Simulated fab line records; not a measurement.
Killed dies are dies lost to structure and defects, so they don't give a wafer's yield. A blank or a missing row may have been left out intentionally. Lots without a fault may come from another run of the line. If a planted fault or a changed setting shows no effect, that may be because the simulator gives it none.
Struck lot and sound lot, side by side -- flow gf180mcu -- 17 steps out of a route of 602
Sound: the wafers L419.4, L419.5, L419.6. Wafers struck: L411.1, L411.3, L411.6. The cause is given at the end.
Order at every step that has rows: each side's tool, ch and its chambers, its first start. Under that, the readings that differ: sound wafers -- struck wafers -- difference of the means -- sigmas: that difference in standard deviations of wafers without a fault.
alike: readings with means less than 2 such deviations apart, plus words and numbers identical on both sides. not compared: withheld readings, readings lacking a value on some wafer, bounds such as >300 that could conceal the same value, and numbers that have no deviation in the record and whose values overlap.
The two part at a step that has a row with sigmas, a row that says differs or no value, or rows on one side only. Numbers that don't overlap but have no deviation are shown without sigmas and don't part them. A reading that every wafer of one side lacks parts them only if that side has two wafers or more.

first, 2 steps without rows for these wafers: GF_VT_IMPLANT_PEB_05; GF_VT_IMPLANT_DEVELOP_06 (develop time 60 s).
GF_VT_IMPLANT_OVL_MEAS_07:
  struck on overlay-02, day 8 03:45; sound on overlay-01, day 10 05:47
  alike: VT_IMPLANT_OVL
after that, 1 step had no rows for these wafers: GF_VT_IMPLANT_IMPLANT_08.
GF_VT_IMPLANT_STRIP_09: strips in O2/N2.
  sound on plasmaAsher-01 ch 0,1, day 10 06:00; struck on plasmaAsher-01 ch 0,1, day 8 03:56
  alike: drypumpMotorCurrentA, heaterPowerW, o2FlowSccm, oesProductAu, platenTempC, stripTimeToEndpointS
  not compared: rfHoursCounterH
GF_VT_IMPLANT_TW_MEAS_10:
  struck on filmMetro-01, day 8 04:02; sound on filmMetro-02, day 10 06:05
reading,sound,struck,difference,sigmas
VT_IMPLANT_TW,576 573 571,560 560 556,-15,-2
then, 6 steps without rows for these wafers: GF_VT_IMPLANT_DEHYDRATE_11 (time 60 s); GF_VT_IMPLANT_HMDS_12 (prime time 60 s); GF_VT_IMPLANT_COAT_13 (resist thk 1000 nm); GF_VT_IMPLANT_SOFTBAKE_14 (time 60 s); GF_VT_IMPLANT_EXPOSE_15 (exposes mask Nwell LV AREA, target cd 860 nm); GF_VT_IMPLANT_PEB_16.
GF_VT_IMPLANT_DEVELOP_17: develop time 60 s.
  sound on lithoTrack-02 ch 0, day 10 23:50; struck on lithoTrack-01 ch 0, day 8 20:16
  alike: resistLineTempC
GF_VT_IMPLANT_OVL_MEAS_18:
  struck on overlay-01, day 8 20:25; sound on overlay-01, day 10 23:55
reading,sound,struck,difference,sigmas
VT_IMPLANT_01_OVL (nm),0.7 -2.2 -0.4,- - -,no value on the struck wafers,
after that, 1 step had no rows for these wafers: GF_VT_IMPLANT_IMPLANT_19.
GF_VT_IMPLANT_STRIP_20: strips in O2/N2.
  sound on plasmaAsher-01 ch 0,1, day 11 00:07; struck on plasmaAsher-03 ch 0,1, day 8 20:36
  alike: drypumpMotorCurrentA, heaterPowerW, o2FlowSccm, oesProductAu, platenTempC, stripTimeToEndpointS
  not compared: rfHoursCounterH
GF_VT_IMPLANT_TW_MEAS_21:
  struck on filmMetro-01, day 8 21:02; sound on filmMetro-01, day 11 00:13
reading,sound,struck,difference,sigmas
VT_IMPLANT_2_TW,1213 1210 1213,30 30 30,-1182,-84
  not compared: hold

WHERE THEY PART
Earliest at GF_VT_IMPLANT_TW_MEAS_10; latest, in this record, at GF_VT_IMPLANT_TW_MEAS_21.

WHY: whatever the simulator had introduced
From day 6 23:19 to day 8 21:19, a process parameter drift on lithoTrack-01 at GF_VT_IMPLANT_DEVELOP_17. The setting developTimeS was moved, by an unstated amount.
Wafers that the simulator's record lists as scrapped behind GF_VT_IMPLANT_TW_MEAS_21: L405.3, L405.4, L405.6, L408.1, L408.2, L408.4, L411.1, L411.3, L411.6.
